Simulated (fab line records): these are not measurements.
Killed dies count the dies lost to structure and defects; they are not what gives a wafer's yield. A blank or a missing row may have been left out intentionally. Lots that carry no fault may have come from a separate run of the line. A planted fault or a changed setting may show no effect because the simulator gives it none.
One fault seen from 2 desks    flow gf180mcu    each desk has only its own numbers; what lay behind them comes last

## AT THE TOOL OWNER'S DESK: rie-diel-04
The tool's own readings at GF_HV_LDD_ETCHBACK_58 (etches Si3N4 in CH3F/O2, stops on SiO2, time 100 s, target depth 90 nm): means of the sampled wafers that have a number, for each lot that ran on this tool. If a lot's mean is further than 4 standard deviations from the usual mean, the lot is out of limits and carries the mark OUT (the distance appears in the brackets).
Columns: A = ch3f-flow-sccm at GF_HV_LDD_ETCHBACK_58, usual 40.01 sccm; B = drypump-motor-current-A at GF_HV_LDD_ETCHBACK_58, usual 5.6 A; C = oes-product-au at GF_HV_LDD_ETCHBACK_58, usual 0.841 a.u.; D = throttle-valve-pct at GF_HV_LDD_ETCHBACK_58, usual 10.561 %
lot   first seen here  A      B    C      D
L643  day 13 14:54     39.97  5.7  0.843  10.564
L652  day 16 11:26     40.06  6.2  0.829  10.558
L654  day 17 02:31     40.27  6.3  0.836  10.563
L661  day 19 14:08     39.97  6.0  0.840  10.558
This desk's verdict: no lot among the 4 shows anything out of limits.

## METROLOGY DESK
Lot by lot, what the gauges showed, no matter which tool ran the lot: averages of those sampled wafers that carry a number. If a lot's mean is further than 4 standard deviations from the usual mean, the lot is out of limits and carries the mark OUT (the distance appears in the brackets).
Columns: A = cd-nm at GF_HV_LDD_CD_MEAS_46, usual 396.9 nm; B = HV_LDD_03_OVL at GF_HV_LDD_OVL_MEAS_47, usual 0.0 nm; C = HV_LDD_4_TW at GF_HV_LDD_TW_MEAS_50, usual 571; D = HV_LDD_RS at GF_HV_LDD_RS_MEAS_53, usual 418.9 ohm/sq; E = HV_LDD_CVD_54_THK at GF_HV_LDD_THK_MEAS_55, usual 10.00 nm; F = HV_LDD_CVD_56_THK at GF_HV_LDD_THK_MEAS_57, usual 89.8 nm
lot   first seen here  A      B     C    D      E      F
L643  day 13 09:19     399.1  -2.0  574  419.7  10.06  90.0
L648  day 15 00:28     397.6  -1.0  578  419.6  9.91   89.2
L652  day 16 08:10     401.0  -1.1  568  419.6  9.86   89.5
L654  day 16 23:16     396.0  -0.5  568  420.0  9.90   91.0
L655  day 17 07:01     393.4  -1.0  567  417.8  9.95   90.2
L661  day 19 10:25     397.2  -0.7  575  420.3  10.02  90.2
This desk's verdict: no lot among the 6 shows anything out of limits.

## BROUGHT TOGETHER
The tool owner's desk saw nothing out of limits.
At the metrology desk, nothing out of limits was observed.

## WHAT THE SIMULATOR PUT IN
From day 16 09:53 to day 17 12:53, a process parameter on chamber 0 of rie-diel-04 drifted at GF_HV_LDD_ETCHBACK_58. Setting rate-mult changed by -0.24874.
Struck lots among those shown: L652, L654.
